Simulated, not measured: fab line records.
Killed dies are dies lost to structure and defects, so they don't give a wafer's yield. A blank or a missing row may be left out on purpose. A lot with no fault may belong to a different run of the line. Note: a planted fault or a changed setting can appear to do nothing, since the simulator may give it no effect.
Which of the tools did it? | flow gf180mcu | 7 lots with 19 wafers sampled at 3 steps, on a route of 602 steps

== WHAT THE GAUGES SHOWED, per wafer ==
GF_CONTACT_THK_MEAS_03.
lot  | measured     | on           | CONTACT_CVD_02_THK (nm)
L824 | day 15 11:35 | filmMetro-02 | 868 877 874
L830 | day 17 19:01 | filmMetro-01 | 313 884
L834 | day 19 03:25 | filmMetro-03 | 303 303
L838 | day 20 11:21 | filmMetro-03 | 848 871 864
L841 | day 21 13:23 | filmMetro-01 | 844 854 859
L843 | day 22 11:34 | filmMetro-01 | 854 863 846
L845 | day 23 03:21 | filmMetro-03 | 846 819 850

== EACH LOT AND THE TOOL THAT RAN IT (in order: tool; ch and the chambers of the sampled wafers; start) ==
lot  | GF_HV_LDD_STRIP_37                  | GF_CONTACT_CVD_02
L824 | plasmaAsher-02 ch 0,1, day 11 20:32 | pecvd-01 ch 1,2, day 15 11:29
L830 | plasmaAsher-01 ch 0,1, day 13 22:35 | pecvd-02 ch 0,1, day 17 18:55
L834 | plasmaAsher-01 ch 0,1, day 15 02:46 | pecvd-02 ch 1,2, day 19 03:20
L838 | plasmaAsher-04 ch 0, day 16 06:33   | pecvd-04 ch 0,1, day 20 11:16
L841 | plasmaAsher-01 ch 0,1, day 17 08:42 | pecvd-04 ch 1,2, day 21 13:18
L843 | plasmaAsher-01 ch 0,1, day 18 06:32 | pecvd-04 ch 0,1, day 22 11:28
L845 | plasmaAsher-02 ch 0,1, day 18 21:57 | pecvd-04 ch 0,1,2, day 23 03:16
- GF_HV_LDD_STRIP_37: strips in O2/N2.
- GF_CONTACT_CVD_02: deposits SiO2 from TEOS, target thk 860 nm, time 95.992 s.

== THE ANSWER, worked out from the rows above alone ==
Rule: the lots themselves supply what counts as usual. The widest of any qualifying gaps counts: lots, ordered by their means at a reading, are off when they make up no more than a third of the lots, leave a main group of 4 or more, and stand apart from it by 3 or more times the standard deviation of that group's means. A main group is skipped when, at the precision printed for the reading in the tables above, its means are all equal. A lot without any number at a reading at which 4 lots or more have one is off too. All remaining lots with rows at the step are treated as sound.
Off: at GF_CONTACT_THK_MEAS_03 (CONTACT_CVD_02_THK), L830, L834. The main group has a mean of 856 nm with a standard deviation of 11.
A tool fits if, at a process step before that reading, it ran every lot that is off, and no sound lot after the first of them. Gauges at GF_CONTACT_THK_MEAS_03: tried the same way as those tools. One fits: GF_CONTACT_CVD_02 on pecvd-02. It ran no sound lot before its first lot that is off in this sample, so the start can't be narrowed down.

== WHAT THE SIMULATOR PUT IN ==
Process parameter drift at GF_CONTACT_CVD_02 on pecvd-02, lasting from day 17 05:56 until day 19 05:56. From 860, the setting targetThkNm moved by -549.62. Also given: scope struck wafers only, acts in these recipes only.
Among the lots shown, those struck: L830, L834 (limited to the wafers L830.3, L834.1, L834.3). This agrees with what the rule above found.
